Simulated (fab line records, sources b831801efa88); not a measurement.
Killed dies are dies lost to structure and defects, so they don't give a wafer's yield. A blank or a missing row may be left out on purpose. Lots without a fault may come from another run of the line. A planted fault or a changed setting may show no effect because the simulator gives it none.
A struck lot beside a sound one | flow sky130 | 16 steps out of a route of 708
Sound: wafers L111.2, L111.4, L111.6. Struck: wafers L119.3, L119.4, L119.5. The cause comes at the end.
At each step with rows: each side's tool, then ch and its chambers, then its first start. Under that, the readings that differ: sound wafers | struck wafers | difference of the means | sigmas: that difference in standard deviations of wafers without a fault.
alike: readings whose means differ by less than 2 such deviations, and words and numbers that are the same on both sides. not compared: withheld readings, readings that some wafer has no value for, bounds like >300 that may hide the same value, and numbers for which the record gives no deviation and whose values overlap.
The two part at a step that has a row with sigmas, a row that says differs or no value, or rows on one side only. Numbers that don't overlap but have no deviation are shown without sigmas and don't part them. A reading that every wafer of one side lacks parts them only if that side has two wafers or more.

first, 1 step without rows for these wafers: SKY_VT_ADJUST_HVTR_DEVELOP_06 (develop time 60 s).
SKY_VT_ADJUST_HVTR_CD_MEAS_07: target cd 380 nm.
  sound on cd_sem-01, day 9 22:44; struck on cd_sem-02, day 12 14:43
  alike: cd_nm
SKY_VT_ADJUST_HVTR_OVL_MEAS_08:
  sound on overlay-01, day 9 22:50; struck on overlay-02, day 12 14:48
  alike: VT_ADJUST_HVTR_OVL
then, 1 step without rows for these wafers: SKY_VT_ADJUST_HVTR_IMPLANT_09.
SKY_VT_ADJUST_HVTR_STRIP_10: strips in O2/N2.
  sound on plasma_asher-02 ch 0, day 9 23:50; struck on plasma_asher-04 ch 0,1, day 12 15:01
  reading                     | sound       | struck      | difference | sigmas
  drypump_motor_current_A (A) | 6.3 6.3 6.3 | 5.7 5.2 5.2 | -0.9       | -2
  alike: n2_flow_sccm, oes_product_au, strip_time_to_endpoint_s
  not compared: rf_hours_counter_h
SKY_VT_ADJUST_HVTR_TW_MEAS_11:
  sound on film_metro-02, day 9 23:57; struck on film_metro-01, day 12 15:05
  alike: VT_ADJUST_HVTR_TW
then, 6 steps without rows for these wafers: SKY_VT_ADJUST_PCH_DEHYDRATE_00 (time 60 s); SKY_VT_ADJUST_PCH_HMDS_01 (prime time 60 s); SKY_VT_ADJUST_PCH_COAT_02 (resist thk 3000 nm); SKY_VT_ADJUST_PCH_SOFTBAKE_03; SKY_VT_ADJUST_PCH_EXPOSE_04 (exposes mask NWM, target cd 840 nm); SKY_VT_ADJUST_PCH_PEB_05.
SKY_VT_ADJUST_PCH_DEVELOP_06: develop time 60 s.
  sound on litho_track-03 ch 0, day 10 21:00; struck on litho_track-03 ch 0, day 13 15:00
SKY_VT_ADJUST_PCH_OVL_MEAS_07:
  sound on overlay-02, day 10 21:17; struck on overlay-02, day 13 16:03
  reading                | sound        | struck | difference                    | sigmas
  VT_ADJUST_PCH_OVL (nm) | -0.3 0.6 0.2 | - - -  | no value on the struck wafers |
then, 1 step without rows for these wafers: SKY_VT_ADJUST_PCH_IMPLANT_08.
-- the record jumps here: 35 days lie between the struck wafers' starts before and after (it left off in module VT_ADJUST_PCH and takes up again in module PAD_OPEN, whose first step shown is number 708 of the route) --
SKY_PAD_OPEN_PROBE_99:
  the record has rows for the struck wafers here (prober-02, day 48 12:25) and none for the sound ones

WHERE THEY PART
First at SKY_VT_ADJUST_HVTR_STRIP_10; last, within this record, at SKY_PAD_OPEN_PROBE_99.

WHY: what the simulator had put in
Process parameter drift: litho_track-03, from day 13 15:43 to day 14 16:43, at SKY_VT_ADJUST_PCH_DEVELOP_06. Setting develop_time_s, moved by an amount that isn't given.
